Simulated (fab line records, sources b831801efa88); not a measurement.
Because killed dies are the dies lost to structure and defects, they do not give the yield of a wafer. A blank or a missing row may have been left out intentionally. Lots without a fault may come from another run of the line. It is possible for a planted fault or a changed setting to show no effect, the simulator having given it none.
The tool behind it: which one? | flow sky130 | 12 lots with 36 wafers sampled at 3 steps, on a route of 708 steps

== WHAT THE GAUGES SHOWED, per wafer ==
SKY_LI_CONTACT_CD_MEAS_12: target cd 170 nm.
lot  | measured     | on        | cd nm (nm)
L470 | day 30 00:59 | cd sem-01 | 169.2 169.7 170.9
L472 | day 30 05:38 | cd sem-02 | 168.2 168.5 167.8
L475 | day 31 20:52 | cd sem-01 | 169.1 169.0 169.1
L482 | day 33 12:00 | cd sem-02 | 171.6 172.5 172.8
L485 | day 34 10:05 | cd sem-02 | 167.9 169.5 168.2
L484 | day 34 16:05 | cd sem-01 | 171.2 170.7 168.5
L486 | day 34 23:28 | cd sem-02 | 170.6 169.5 169.1
L488 | day 35 05:40 | cd sem-02 | 169.0 169.4 168.5
L489 | day 35 17:58 | cd sem-02 | 172.8 170.4 171.4
L490 | day 36 01:22 | cd sem-02 | 169.8 168.6 168.7
L492 | day 36 06:26 | cd sem-02 | 168.9 168.8 169.4
L491 | day 36 09:17 | cd sem-01 | 169.1 169.0 170.2

SKY_VIA1_OVL_MEAS_13.
lot  | measured     | on         | VIA1_OVL (nm)
L470 | day 34 20:38 | overlay-02 | -3 0 -4
L472 | day 35 01:07 | overlay-01 | 1 8 5
L475 | day 36 14:31 | overlay-01 | 2 6 4
L482 | day 38 00:43 | overlay-02 | -7 -2 -7
L485 | day 38 23:57 | overlay-01 | 1 5 8
L484 | day 39 04:13 | overlay-01 | -5 1 -4
L486 | day 39 10:55 | overlay-01 | 2 -1 -4
L488 | day 39 22:04 | overlay-02 | -1 -9 -2
L489 | day 40 04:16 | overlay-01 | 5 6 4
L490 | day 40 10:13 | overlay-01 | -7 -4 -1
L492 | day 40 16:16 | overlay-02 | 0 6 -2
L491 | day 40 17:25 | overlay-01 | 2 6 -5

== WHAT TOOL EACH LOT RAN ON (gives the tool, then ch and the chambers of the sampled wafers, and finally the start) ==
lot  | SKY_VIA1_SOFTBAKE_08
L470 | litho track-01 ch 0, day 34 08:00
L472 | litho track-01 ch 0, day 34 11:00
L475 | litho track-02 ch 0, day 36 00:00
L482 | litho track-01 ch 0, day 37 12:00
L485 | litho track-01 ch 0, day 38 10:00
L484 | litho track-03 ch 0, day 38 15:00
L486 | litho track-01 ch 0, day 38 22:00
L488 | litho track-01 ch 0, day 39 09:00
L489 | litho track-03 ch 0, day 39 16:00
L490 | litho track-02 ch 0, day 39 22:00
L492 | litho track-02 ch 0, day 40 03:00
L491 | litho track-02 ch 0, day 40 05:00
- SKY_VIA1_SOFTBAKE_08: time 90 s.

== AS READ BY THE TOOLS THEMSELVES (means over the sampled wafers that have a number; for cases with no such wafer, the mark the record gives instead) ==
SKY_VIA1_SOFTBAKE_08.
lot  | tool           | heater power total W (W) | run length s (s)
L470 | litho track-01 | 57.35                    | 119.50
L472 | litho track-01 | 57.30                    | 119.55
L475 | litho track-02 | 59.47                    | 111.05
L482 | litho track-01 | 57.25                    | 119.48
L485 | litho track-01 | 57.37                    | 119.63
L484 | litho track-03 | 57.35                    | 119.41
L486 | litho track-01 | 57.30                    | 119.40
L488 | litho track-01 | 57.31                    | 119.50
L489 | litho track-03 | 57.34                    | 119.36
L490 | litho track-02 | 57.42                    | 119.15
L492 | litho track-02 | 57.37                    | 119.21
L491 | litho track-02 | 57.34                    | 119.21

== THE ANSWER, worked out from the rows above alone ==
Rule: the lots themselves supply what counts as usual. Put in order of their means at a reading, lots are off if they are a third of the lots or fewer, leave a main group of 4 or more, and stand apart from it by a gap of 3 or more times the standard deviation of the main group's means; of several such gaps the widest counts. The tables above print the reading to a certain number of digits; a main group whose means all agree to those digits is not used. Also off: a lot with no number at a reading for which 4 or more lots have one. Where the step has rows for the other lots, those lots are counted as sound. The gauges are gone through in route order, then the tools' own readings, and for those a lot's mean is taken as printed above. The first step at which some lot is off is used, and at that step the reading that is off furthest; a lot without a number counts as furthest.
Off: L475 (SKY_VIA1_SOFTBAKE_08, run length s). For the main group the mean is 119.40 s and the standard deviation 0.15.
If a tool, at that step or one of the process steps before it, ran each lot that is off and ran no sound lot following the first of them, it fits. No candidate that was tried fits.

== WHAT THE SIMULATOR HAD PUT IN ==
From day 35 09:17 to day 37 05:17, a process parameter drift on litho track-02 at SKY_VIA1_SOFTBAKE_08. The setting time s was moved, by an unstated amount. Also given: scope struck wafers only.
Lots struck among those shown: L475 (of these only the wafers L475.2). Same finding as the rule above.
